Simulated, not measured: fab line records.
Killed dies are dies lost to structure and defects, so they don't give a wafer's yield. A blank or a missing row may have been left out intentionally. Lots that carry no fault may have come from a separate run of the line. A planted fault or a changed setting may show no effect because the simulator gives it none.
fab line records	flow sky130
[record] lots = 5	wafers = 23
route steps=708 shown METAL1@444 METAL2@484 VIA2@507 CAPM@539 VIA3@587
startH: hours from the record's first day to the start of the lot's first wafer shown	waitH: time in hours since the lot's previous step	" unchanged from the row above	L1.1+2: one row covering several wafers at once	- no value present, or no start provided	* or withheld: withheld	< > ~ a bound
route shown NAME@n: names a module that has steps shown in the file, with the first one's number in the route	usual: average and standard deviation across the fault-free wafers	same: alike in all rows	chamber/n: place in a boat	sites: each site's reading	_std_site: their standard deviation	_edge_site: mean of outer sites minus mean of inner sites	radiusMm: how far each site lies from the wafer's centre	mask NAME#n: copy n	behind: tool/chamber where the wafer was last shaped	hold: the reason the lot was held/the length of the hold in hours/how it ended	device: names the non-switching transistor (n, p or np)	end of line: the route-end tests of the same wafers	a step given without rows: its recipe and nothing more	killed: at the first sort, the dies lost to defects and structure; wafer yield is something else	map: the dies of a wafer, with x for killed, . for not killed, _ for no die there
set.NAME: setting as actually run; set.NAME@STEP: the setting as run at that earlier step	model.NAME: the simulator's own value behind a step, which no gauge read
one table per step and one row per wafer, for lots whose settings were changed on purpose
[[steps]]
[step SKY_METAL1_COAT_10]
[recipe] resist = KrF-thick	spinRpm = 3000	resistThkNm = 450
lot.wafer	tool	chamber	startH	waitH	set.resistThkNm	model.KrF-thick_of_METAL1_COAT_10.thkNm
L078.2+4+6	lithoTrack-03	0	-	-	450	451
L079.1	lithoTrack-03	0	-	-	450	450.7
L079.2	"	0	"	"	450	451
L079.3	"	0	"	"	450	450.4
L079.5	"	0	"	"	450	450.5
L079.6	"	0	"	"	450	450.1
L081.1	lithoTrack-03	0	-	-	450	448.4
L081.2	"	0	"	"	450	448.8
L081.3	"	0	"	"	450	448.6
L081.5+6	"	0	"	"	450	-
L082.1	lithoTrack-04	0	-	-	450	450.3
L082.3	"	0	"	"	450	450.5
L082.4	"	0	"	"	427.3	426.1
L082.5	"	0	"	"	427.3	428.9
L082.6	"	0	"	"	427.3	426.3
L084.1	lithoTrack-02	0	-	-	450	452.5
L084.2	"	0	"	"	450	451.8
L084.3	"	0	"	"	474.5	476.7
L084.5	"	0	"	"	450	451.9
L084.6	"	0	"	"	474.5	475
[step SKY_METAL1_SOFTBAKE_11]
[recipe] tempC = 100	timeS = 90	resist = KrF-thick
[step SKY_METAL1_EXPOSE_12]
[recipe] maskId = MM1	na = 0.8	sourceShape = annular	sigmaInner = 0.55	sigmaOuter = 0.85	targetCdNm = 140	doseMj = 28
[step SKY_METAL1_DESCUM_17]
[recipe] chemistry = O2	sourcePowerW = 150	biasPowerW = 0	pressureMtorr = 10	tempC = 40	timeS = 8
[step SKY_METAL1_ETCH_18]
[recipe] chemistry = N2/H2	target = BARC	ionEnergyEv = 200	biasW = 100	pressureMtorr = 30	n2FlowSccm = 100	h2FlowSccm = 200	icpW = 500	stopOn = SiO2	timeS = 45.9	targetDepthA = 600
lot.wafer	tool	chamber	startH	waitH	set.resistThkNm@METAL1_COAT_10	model.KrF-thick_of_METAL1_COAT_10.thkNm
L078.2	rieMetal-03	0	798.94	0.0	450	393.1
L078.4	"	1	"	"	450	393.9
L078.6	"	1	"	"	450	394
L079.1	rieMetal-03	1	810.27	0.0	450	394
L079.2	"	0	"	"	450	392.9
L079.3	"	0	"	"	450	392.4
L079.5	"	0	"	"	450	392.2
L079.6	"	1	"	"	450	393.6
L081.1	rieMetal-01	0	842.79	0.0	450	390.6
L081.2	"	1	"	"	450	391.1
L081.3	"	1	"	"	450	391
L081.5+6	"	1,0	"	"	450	-
L082.1	rieMetal-03	1	843.91	0.0	450	393.4
L082.3	"	1	"	"	450	393.7
L082.4	"	0	"	"	427.3	367.3
L082.5	"	1	"	"	427.3	371.7
L082.6	"	0	"	"	427.3	367.5
L084.1	rieMetal-01	0	846.74	0.1	450	394.5
L084.2	"	0	"	"	450	393.9
L084.3	"	0	"	"	474.5	419.1
L084.5	"	0	"	"	450	394
L084.6	"	0	"	"	474.5	417.1
[step SKY_METAL1_METAL_ETCH_19]
[recipe] targetDepthA = 3600	stopOn = SiO2	overEtchFrac = 0.3	timeS = 78	chemistry = Cl2/BCl3	resistSidewallDeg = 88	pressureMtorr = 10	icpW = 900	biasW = 48.5	Cl2_flow_sccm = 60	bcl3FlowSccm = 30
lot.wafer	tool	chamber	startH	waitH	set.resistThkNm@METAL1_COAT_10	model.KrF-thick_of_METAL1_COAT_10.thkNm
L078.2	rieMetal-03	0	799.00	0.0	450	155.6
L078.4	"	1	"	"	450	161.3
L078.6	"	1	"	"	450	160.8
L079.1	rieMetal-03	1	810.34	0.0	450	164.6
L079.2	"	0	"	"	450	154.9
L079.3+5	"	0	"	"	450	154.3
L079.6	"	1	"	"	450	163.2
L081.1	rieMetal-01	0	842.85	0.0	450	153.5
L081.2	"	1	"	"	450	156.7
L081.3	"	1	"	"	450	156.2
L081.5+6	"	1,0	"	"	450	-
L082.1	rieMetal-03	1	843.97	0.0	450	163
L082.3	"	1	"	"	450	165.3
L082.4	"	0	"	"	427.3	132
L082.5	"	1	"	"	427.3	143.8
L082.6	"	0	"	"	427.3	130.9
L084.1+2	rieMetal-01	0	846.87	0.1	450	159.5
L084.3	"	0	"	"	474.5	182.4
L084.5	"	0	"	"	450	160.6
L084.6	"	0	"	"	474.5	181
[step SKY_METAL1_STRIP_20]
[recipe] chemistry = O2/N2	powerW = 1400	pressureMtorr = 1500	platenTempC = withheld	o2FlowSccm = 3000	n2FlowSccm = 300	overashFraction = 0.5
[usual] stripTimeToEndpointS = 2.69/0.038
lot.wafer	tool	chamber	startH	waitH	set.resistThkNm@METAL1_COAT_10	stripTimeToEndpointS
L078.2	plasmaAsher-02	0	799.09	0.1	450	2.66
L078.4	"	0	"	"	450	2.72
L078.6	"	1	"	"	450	2.71
L079.1	plasmaAsher-02	0	810.43	0.1	450	2.76
L079.2	"	1	"	"	450	2.65
L079.3	"	1	"	"	450	2.64
L079.5	"	0	"	"	450	2.64
L079.6	"	1	"	"	450	2.73
L081.1	plasmaAsher-03	0	842.94	0.1	450	2.64
L081.2	"	1	"	"	450	2.67
L081.3	"	1	"	"	450	2.68
L081.5	"	1	"	"	450	2.66
L081.6	"	0	"	"	450	2.66
L082.1	plasmaAsher-02	1	844.06	0.1	450	2.75
L082.3	"	1	"	"	450	2.78
L082.4	"	0	"	"	427.3	2.40
L082.5	"	0	"	"	427.3	2.52
L082.6	"	1	"	"	427.3	2.39
L084.1	plasmaAsher-04	0	847.05	0.1	450	2.72
L084.2	"	1	"	"	450	2.71
L084.3	"	1	"	"	474.5	2.98
L084.5	"	1	"	"	450	2.72
L084.6	"	0	"	"	474.5	2.94
[step SKY_METAL2_SPUTTER_01]
[recipe] material = TiN	targetThkNm = 20	powerW = 6500	timeS = 16.7	chamberPressurePa = 0.4
lot.wafer	tool	chamber	startH	waitH	set.powerW	model.TiN_of_METAL2_SPUTTER_01.thkNm
L078.2	pvdSputter-01	-	828.44	0.0	6500	19.9
L078.4	"	-	"	"	6500	20.15
L078.6	"	-	"	"	6500	20.18
L079.1	pvdSputter-02	-	839.01	0.0	5859	18.07
L079.2	"	-	"	"	6500	19.58
L079.3	"	-	"	"	5859	17.86
L079.5	"	-	"	"	6500	19.67
L079.6	"	-	"	"	6500	19.71
L081.1	pvdSputter-02	-	871.23	0.0	6500	20.26
L081.2	"	-	"	"	7026	21.3
L081.3	"	-	"	"	6500	19.83
L081.5	"	-	"	"	7026	21.89
L081.6	"	-	"	"	6500	19.62
L082.1	pvdSputter-04	-	872.96	0.0	6777	21.26
L082.3	"	-	"	"	6777	20.8
L082.4	"	-	"	"	6500	19.77
L082.5	"	-	"	"	6500	20.43
L082.6	"	-	"	"	6777	20.78
L084.1	pvdSputter-02	-	875.03	0.0	6500	19.97
L084.2	"	-	"	"	5934	17.99
L084.3	"	-	"	"	6500	19.66
L084.5	"	-	"	"	6500	19.81
L084.6	"	-	"	"	5934	17.79
[step SKY_METAL2_SPUTTER_04]
[recipe] material = TiN	targetThkNm = 70	powerW = 6500	timeS = 58.3	chamberPressurePa = 0.4
lot.wafer	tool	chamber	startH	waitH	set.powerW	model.TiN_of_METAL2_SPUTTER_04.thkNm
L078.2	pvdSputter-01	-	828.51	0.0	6500	68.94
L078.4	"	-	"	"	6500	70.01
L078.6	"	-	"	"	6500	70.6
L079.1	pvdSputter-02	-	839.08	0.0	7055	76.79
L079.2	"	-	"	"	6500	70.44
L079.3	"	-	"	"	6500	70.54
L079.5	"	-	"	"	7055	76.07
L079.6	"	-	"	"	7055	76.46
L081.1	pvdSputter-02	-	871.29	0.0	6749	73.37
L081.2	"	-	"	"	6500	69.52
L081.3	"	-	"	"	6749	73.48
L081.5	"	-	"	"	6500	71.39
L081.6	"	-	"	"	6500	69.76
L082.1	pvdSputter-04	-	873.03	0.0	6500	70.17
L082.3	"	-	"	"	6500	69.53
L082.4	"	-	"	"	6500	69.36
L082.5	"	-	"	"	6500	69.7
L082.6	"	-	"	"	6500	70.67
L084.1	pvdSputter-02	-	875.10	0.0	6500	71.26
L084.2	"	-	"	"	6850	74.25
L084.3	"	-	"	"	6850	74.23
L084.5	"	-	"	"	6500	70.58
L084.6	"	-	"	"	6850	74.52
[step SKY_VIA2_HDPCVD_00]
[recipe] material = SiO2	targetThkNm = 1180	sigmaOpenFrac = 0.3	timeS = 196.7	tempC = 400	sih4FlowSccm = 60	pressureMtorr = 6
lot.wafer	tool	chamber	startH	waitH	set.timeS	model.SiO2_of_VIA2_HDPCVD_00.thkNm
L078.2	hdpcvd-02	2	855.34	0.0	196.7	1200
L078.4	"	1	"	"	196.7	1183
L078.6	"	2	"	"	196.7	1188
L079.1	hdpcvd-01	2	866.54	0.0	196.7	1170
L079.2	"	1	"	"	196.7	1206
L079.3	"	0	"	"	180.3	1065
L079.5	"	0	"	"	180.3	1092
L079.6	"	2	"	"	196.7	1185
L081.1	hdpcvd-02	0	897.65	0.0	196.7	1168
L081.2	"	2	"	"	196.7	1170
L081.3	"	1	"	"	217.9	1300
L081.5	"	0	"	"	196.7	1183
L081.6	"	1	"	"	217.9	1296
L082.1	hdpcvd-01	1	899.38	0.0	196.7	1207
L082.3	"	2	"	"	196.7	1191
L082.4	"	0	"	"	196.7	1186
L082.5	"	1	"	"	207.6	1262
L082.6	"	2	"	"	207.6	1232
L084.1	hdpcvd-02	0	902.00	0.0	196.7	1186
L084.2	"	2	"	"	196.7	1190
L084.3+5	"	1,2	"	"	196.7	1183
L084.6	"	0	"	"	196.7	1184
[step SKY_VIA2_THK_MEAS_01]
[recipe] reads = SiO2_of_VIA2_HDPCVD_00
[usual] VIA2_HDPCVD_THK = 1182/12
lot.wafer	tool	chamber	startH	waitH	set.timeS@VIA2_HDPCVD_00	VIA2_HDPCVD_THK[nm]
L078.2	filmMetro-01	-	855.47	0.1	196.7	1201
L078.4	"	-	"	"	196.7	1183
L078.6	"	-	"	"	196.7	1189
L079.1	filmMetro-04	-	866.66	0.1	196.7	1169
L079.2	"	-	"	"	196.7	1206
L079.3	"	-	"	"	180.3	1066
L079.5	"	-	"	"	180.3	1091
L079.6	"	-	"	"	196.7	1185
L081.1	filmMetro-03	-	897.78	0.1	196.7	1168
L081.2	"	-	"	"	196.7	1171
L081.3	"	-	"	"	217.9	1300
L081.5	"	-	"	"	196.7	1183
L081.6	"	-	"	"	217.9	1296
L082.1	filmMetro-04	-	899.51	0.1	196.7	1207
L082.3	"	-	"	"	196.7	1191
L082.4	"	-	"	"	196.7	1187
L082.5	"	-	"	"	207.6	1262
L082.6	"	-	"	"	207.6	1232
L084.1	filmMetro-04	-	902.12	0.1	196.7	1185
L084.2	"	-	"	"	196.7	1190
L084.3	"	-	"	"	196.7	1183
L084.5	"	-	"	"	196.7	1183
L084.6	"	-	"	"	196.7	1183
[step SKY_CAPM_SPUTTER_02]
[recipe] material = TiN	targetThkNm = 200	tempC = 300	powerW = 6500	timeS = 166.7	chamberPressurePa = 0.4
lot.wafer	tool	chamber	startH	waitH	set.timeS	model.TiN_of_CAPM_SPUTTER_02.thkNm
L078.2	pvdSputter-03	-	884.26	0.0	166.7	201.2
L078.4	"	-	"	"	166.7	199.8
L078.6	"	-	"	"	166.7	200.4
L079.1	pvdSputter-04	-	894.43	0.1	155.8	183.3
L079.2	"	-	"	"	166.7	194.5
L079.3	"	-	"	"	155.8	183.8
L079.5	"	-	"	"	155.8	181.6
L079.6	"	-	"	"	166.7	194.9
L081.1	pvdSputter-04	-	924.77	0.1	166.7	198.1
L081.2	"	-	"	"	143.8	168.8
L081.3	"	-	"	"	143.8	171.7
L081.5	"	-	"	"	166.7	198.5
L081.6	"	-	"	"	166.7	197.4
L082.1	pvdSputter-03	-	926.37	0.1	158.4	191.6
L082.3	"	-	"	"	166.7	200.6
L082.4	"	-	"	"	166.7	200.7
L082.5	"	-	"	"	158.4	191.2
L082.6	"	-	"	"	158.4	190.9
L084.1	pvdSputter-04	-	929.67	0.1	153.4	181.6
L084.2	"	-	"	"	166.7	195.1
L084.3	"	-	"	"	153.4	180.8
L084.5	"	-	"	"	166.7	195.5
L084.6	"	-	"	"	166.7	200.5
[step SKY_CAPM_RS_MEAS_03]
[recipe] thkMeasGauge = four-point-probe	reads = TiN_of_CAPM_SPUTTER_02
[usual] CAPM_TIN_RS = 6.97/0.097
lot.wafer	tool	chamber	startH	waitH	set.timeS@CAPM_SPUTTER_02	CAPM_TIN_RS[ohm/sq]
L078.2	filmMetro-04	-	884.39	0.1	166.7	6.86
L078.4	"	-	"	"	166.7	6.91
L078.6	"	-	"	"	166.7	6.90
L079.1	filmMetro-04	-	894.54	0.1	155.8	7.54
L079.2	"	-	"	"	166.7	7.12
L079.3	"	-	"	"	155.8	7.52
L079.5	"	-	"	"	155.8	7.63
L079.6	"	-	"	"	166.7	7.08
L081.1	filmMetro-01	-	924.88	0.1	166.7	6.99
L081.2	"	-	"	"	143.8	8.22
L081.3	"	-	"	"	143.8	8.08
L081.5	"	-	"	"	166.7	6.99
L081.6	"	-	"	"	166.7	7.01
L082.1	filmMetro-02	-	926.48	0.1	158.4	7.24
L082.3	"	-	"	"	166.7	6.89
L082.4	"	-	"	"	166.7	6.89
L082.5	"	-	"	"	158.4	7.25
L082.6	"	-	"	"	158.4	7.25
L084.1	filmMetro-02	-	929.78	0.1	153.4	7.64
L084.2	"	-	"	"	166.7	7.09
L084.3	"	-	"	"	153.4	7.68
L084.5	"	-	"	"	166.7	7.06
L084.6	"	-	"	"	166.7	6.90
[step SKY_CAPM_THK_MEAS_04]
[recipe] thkMeasGauge = xrf	reads = TiN_of_CAPM_SPUTTER_02
[usual] CAPM_TIN_THK = 196.1/2.8
lot.wafer	tool	chamber	startH	waitH	set.timeS@CAPM_SPUTTER_02	CAPM_TIN_THK[nm]
L078.2	filmMetro-04	-	884.50	0.1	166.7	197.4
L078.4	"	-	"	"	166.7	197.1
L078.6	"	-	"	"	166.7	198.0
L079.1	filmMetro-04	-	894.66	0.1	155.8	181.1
L079.2	"	-	"	"	166.7	192.0
L079.3	"	-	"	"	155.8	181.2
L079.5	"	-	"	"	155.8	179.3
L079.6	"	-	"	"	166.7	192.0
L081.1	filmMetro-01	-	925.00	0.1	166.7	196.1
L081.2	"	-	"	"	143.8	167.1
L081.3	"	-	"	"	143.8	170.2
L081.5	"	-	"	"	166.7	196.5
L081.6	"	-	"	"	166.7	194.9
L082.1	filmMetro-02	-	926.60	0.1	158.4	189.3
L082.3	"	-	"	"	166.7	197.6
L082.4	"	-	"	"	166.7	198.9
L082.5	"	-	"	"	158.4	188.6
L082.6	"	-	"	"	158.4	189.3
L084.1	filmMetro-02	-	929.90	0.1	153.4	179.2
L084.2	"	-	"	"	166.7	193.3
L084.3	"	-	"	"	153.4	179.2
L084.5	"	-	"	"	166.7	192.5
L084.6	"	-	"	"	166.7	197.6
[step SKY_CAPM_COAT_07]
[recipe] resist = NOVOLAK	spinRpm = 3000	resistThkNm = 1140
lot.wafer	tool	chamber	startH	waitH	set.resistThkNm	model.NOVOLAK_of_CAPM_COAT_07.thkNm
L078.2	lithoTrack-03	0	897.80	0.1	1140	1145
L078.4	"	0	"	"	1140	1141
L078.6	"	0	"	"	1140	1147
L079.1+3	lithoTrack-03	0	906.17	0.1	1113	-
L079.2	"	0	"	"	1113	1113
L079.5	"	0	"	"	1140	-
L079.6	"	0	"	"	1140	1140
L081.1	lithoTrack-03	0	936.47	0.1	1076	1079
L081.2+3	"	0	"	"	1076	-
L081.5	"	0	"	"	1140	1146
L081.6	"	0	"	"	1140	1143
L082.1	lithoTrack-04	0	937.59	0.1	1120	1123
L082.3	"	0	"	"	1140	1145
L082.4	"	0	"	"	1140	1141
L082.5	"	0	"	"	1140	1143
L082.6	"	0	"	"	1120	1124
L084.1+3	lithoTrack-02	0	941.40	0.1	1140	-
L084.2	"	0	"	"	1109	1113
L084.5	"	0	"	"	1109	1105
L084.6	"	0	"	"	1140	1142
[step SKY_CAPM_SOFTBAKE_08]
[recipe] tempC = 90	timeS = 60	resist = NOVOLAK
[step SKY_CAPM_EXPOSE_09]
[recipe] maskId = CAPM	na = 0.6	sourceShape = conventional	sigmaOuter = 0.6	polarization = unpolarized	targetCdNm = 1000	doseMj = 159
[step SKY_CAPM_DEVELOP_11]
[recipe] resist = NOVOLAK	developer = TMAH	developTimeS = 60	devTempC = 23
[step SKY_CAPM_METAL_ETCH_13]
[recipe] targetDepthNm = 220	stopOn = SiO2	chemistry = Cl2/BCl3	target = TiN	pressureMtorr = 10	icpW = 900	biasW = 48.5	Cl2_flow_sccm = 60	bcl3FlowSccm = 30	timeS = 62.9
[usual] oesProductAu = 0.938/0.0085
lot.wafer	tool	chamber	startH	waitH	set.timeS@CAPM_SPUTTER_02	oesProductAu
L078.2	rieMetal-02	0	910.11	0.0	166.7	0.949
L078.4	"	1	"	"	166.7	0.936
L078.6	"	0	"	"	166.7	0.944
L079.1	rieMetal-02	0	919.36	0.0	155.8	0.888
L079.2	"	1	"	"	166.7	0.922
L079.3	"	1	"	"	155.8	0.899
L079.5	"	0	"	"	155.8	0.894
L079.6	"	1	"	"	166.7	0.924
L081.1	rieMetal-04	1	949.52	0.0	166.7	0.935
L081.2	"	0	"	"	143.8	0.858
L081.3	"	0	"	"	143.8	0.867
L081.5	"	0	"	"	166.7	0.932
L081.6	"	1	"	"	166.7	0.944
L082.1	rieMetal-04	1	950.62	0.0	158.4	0.913
L082.3	"	0	"	"	166.7	0.939
L082.4	"	1	"	"	166.7	0.936
L082.5	"	1	"	"	158.4	0.915
L082.6	"	0	"	"	158.4	0.923
L084.1	rieMetal-03	0	954.17	0.0	153.4	0.888
L084.2	"	1	"	"	166.7	0.928
L084.3	"	1	"	"	153.4	0.893
L084.5	"	1	"	"	166.7	0.937
L084.6	"	0	"	"	166.7	0.943
[step SKY_CAPM_STRIP_14]
[recipe] chemistry = O2/N2	powerW = 1400	pressureMtorr = 1500	platenTempC = withheld	o2FlowSccm = 3000	n2FlowSccm = 300	overashFraction = 0.5
[usual] stripTimeToEndpointS = 12.67/0.039
lot.wafer	tool	chamber	startH	waitH	set.resistThkNm@CAPM_COAT_07	stripTimeToEndpointS
L078.2	plasmaAsher-03	1	910.19	0.1	1140	12.70
L078.4	"	1	"	"	1140	12.69
L078.6	"	1	"	"	1140	12.73
L079.1	plasmaAsher-04	1	919.44	0.1	1113	12.33
L079.2	"	0	"	"	1113	12.37
L079.3	"	0	"	"	1113	12.34
L079.5	"	1	"	"	1140	12.66
L079.6	"	0	"	"	1140	12.67
L081.1	plasmaAsher-02	1	949.60	0.1	1076	11.93
L081.2	"	0	"	"	1076	12.00
L081.3	"	1	"	"	1076	11.97
L081.5	"	0	"	"	1140	12.71
L081.6	"	1	"	"	1140	12.66
L082.1	plasmaAsher-04	1	950.70	0.1	1120	12.43
L082.3	"	0	"	"	1140	12.72
L082.4	"	1	"	"	1140	12.66
L082.5	"	0	"	"	1140	12.67
L082.6	"	1	"	"	1120	12.45
L084.1	plasmaAsher-04	0	954.25	0.1	1140	12.66
L084.2	"	1	"	"	1109	12.36
L084.3	"	0	"	"	1140	12.69
L084.5	"	0	"	"	1109	12.28
L084.6	"	1	"	"	1140	12.71
[step SKY_VIA3_ETCH_14]
[recipe] chemistry = N2/H2	target = BARC	ionEnergyEv = 200	sourceW = 500	biasW = 100	pressureMtorr = 30	n2FlowSccm = 100	h2FlowSccm = 200	stopOn = SiO2	timeS = 45.9	targetDepthA = 600
lot.wafer	tool	chamber	startH	waitH	set.sourceW	model.KrF-thick_of_VIA3_COAT_07.thkNm
L078.2	rieDiel-01	1	960.38	0.0	500	393.3
L078.4	"	2	"	"	500	393.4
L078.6	"	1	"	"	500	393.5
L079.1	rieDiel-01	0	969.78	0.0	444.2	398.2
L079.2	"	2	"	"	444.2	398.7
L079.3	"	1	"	"	500	394.4
L079.5	"	2	"	"	500	393.7
L079.6	"	1	"	"	444.2	397.2
L081.1	rieDiel-03	3	1000.33	0.0	500	391.8
L081.2	"	1	"	"	445.7	397.1
L081.3	"	2	"	"	500	393.3
L081.5	"	0	"	"	500	393.1
L081.6	"	3	"	"	445.7	397.2
L082.1	rieDiel-03	0	1001.63	0.0	500	393.7
L082.3	"	2	"	"	460.3	397.1
L082.4	"	1	"	"	500	394.7
L082.5	"	2	"	"	460.3	396.7
L082.6	"	3	"	"	460.3	396.3
L084.1	rieDiel-03	1	1004.74	0.0	500	393.9
L084.2	"	3	"	"	500	392.3
L084.3	"	0	"	"	500	392
L084.5	"	3	"	"	500	392.8
L084.6	"	0	"	"	500	392.7
[step SKY_VIA3_STRIP_16]
[recipe] chemistry = O2/N2	powerW = 1400	pressureMtorr = 1500	platenTempC = withheld	o2FlowSccm = 3000	n2FlowSccm = 300	overashFraction = 0.5
[usual] stripTimeToEndpointS = 4.132/0.024
lot.wafer	tool	chamber	startH	waitH	set.pressureMtorr	stripTimeToEndpointS
L078.2	plasmaAsher-03	1	960.48	0.0	1500	4.123
L078.4	"	0	"	"	1500	4.129
L078.6	"	1	"	"	1500	4.113
L079.1	plasmaAsher-01	0	969.88	0.0	1412	4.276
L079.2	"	1	"	"	1412	4.271
L079.3	"	0	"	"	1412	4.219
L079.5	"	0	"	"	1412	4.208
L079.6	"	1	"	"	1412	4.270
L081.1	plasmaAsher-02	0	1000.43	0.0	1404	4.184
L081.2	"	1	"	"	1404	4.253
L081.3	"	1	"	"	1404	4.212
L081.5	"	1	"	"	1404	4.219
L081.6	"	0	"	"	1404	4.249
L082.1	plasmaAsher-01	0	1001.73	0.0	1500	4.141
L082.3	"	0	"	"	1500	4.192
L082.4	"	1	"	"	1500	4.186
L082.5	"	0	"	"	1500	4.183
L082.6	"	1	"	"	1500	4.194
L084.1	plasmaAsher-03	0	1004.85	0.0	1665	4.054
L084.2	"	1	"	"	1665	4.038
L084.3	"	0	"	"	1665	4.034
L084.5	"	1	"	"	1665	4.048
L084.6	"	0	"	"	1665	4.065
[[key]]
[split] step = SKY_METAL1_COAT_10	setting = resistThkNm	stated = 450	by = wafer
[response] step = SKY_METAL1_COAT_10	reading = model.KrF-thick_of_METAL1_COAT_10.thkNm	change = +4.49	per = 1%	r = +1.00
[response] step = SKY_METAL1_ETCH_18	reading = model.KrF-thick_of_METAL1_COAT_10.thkNm	change = +4.63	per = 1%	r = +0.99
[response] step = SKY_METAL1_METAL_ETCH_19	reading = model.KrF-thick_of_METAL1_COAT_10.thkNm	change = +4.78	per = 1%	r = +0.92
[response] step = SKY_METAL1_STRIP_20	reading = stripTimeToEndpointS	change = *	per = 1%	r = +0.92
[split] step = SKY_METAL2_SPUTTER_01	setting = powerW	stated = 6500	by = wafer
[response] step = SKY_METAL2_SPUTTER_01	reading = model.TiN_of_METAL2_SPUTTER_01.thkNm	change = +0.197	per = 1%	r = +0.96
[split] step = SKY_METAL2_SPUTTER_04	setting = powerW	stated = 6500	by = wafer
[response] step = SKY_METAL2_SPUTTER_04	reading = model.TiN_of_METAL2_SPUTTER_04.thkNm	change = +0.699	per = 1%	r = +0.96
[split] step = SKY_VIA2_HDPCVD_00	setting = timeS	stated = 196.7	by = wafer
[response] step = SKY_VIA2_HDPCVD_00	reading = model.SiO2_of_VIA2_HDPCVD_00.thkNm	change = +11.7	per = 1%	r = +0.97
[response] step = SKY_VIA2_THK_MEAS_01	reading = VIA2_HDPCVD_THK	change = +11.7	per = 1%	r = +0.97
[split] step = SKY_CAPM_SPUTTER_02	setting = timeS	stated = 166.7	by = wafer
[response] step = SKY_CAPM_SPUTTER_02	reading = model.TiN_of_CAPM_SPUTTER_02.thkNm	change = +1.97	per = 1%	r = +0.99
[response] step = SKY_CAPM_RS_MEAS_03	reading = CAPM_TIN_RS	change = -0.0806	per = 1%	r = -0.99
[response] step = SKY_CAPM_THK_MEAS_04	reading = CAPM_TIN_THK	change = +1.93	per = 1%	r = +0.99
[response] step = SKY_CAPM_METAL_ETCH_13	reading = oesProductAu	change = +0.00522	per = 1%	r = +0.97
[split] step = SKY_CAPM_COAT_07	setting = resistThkNm	stated = 1140	by = wafer
[response] step = SKY_CAPM_COAT_07	reading = model.NOVOLAK_of_CAPM_COAT_07.thkNm	change = +11.7	per = 1%	r = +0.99
[response] step = SKY_CAPM_STRIP_14	reading = stripTimeToEndpointS	change = *	per = 1%	r = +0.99
[split] step = SKY_VIA3_ETCH_14	setting = sourceW	stated = 500	by = wafer
[response] step = SKY_VIA3_ETCH_14	reading = model.KrF-thick_of_VIA3_COAT_07.thkNm	change = -0.367	per = 1%	r = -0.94
[split] step = SKY_VIA3_STRIP_16	setting = pressureMtorr	stated = 1500	by = lot
[response] step = SKY_VIA3_STRIP_16	reading = stripTimeToEndpointS	change = *	per = 1%	r = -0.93
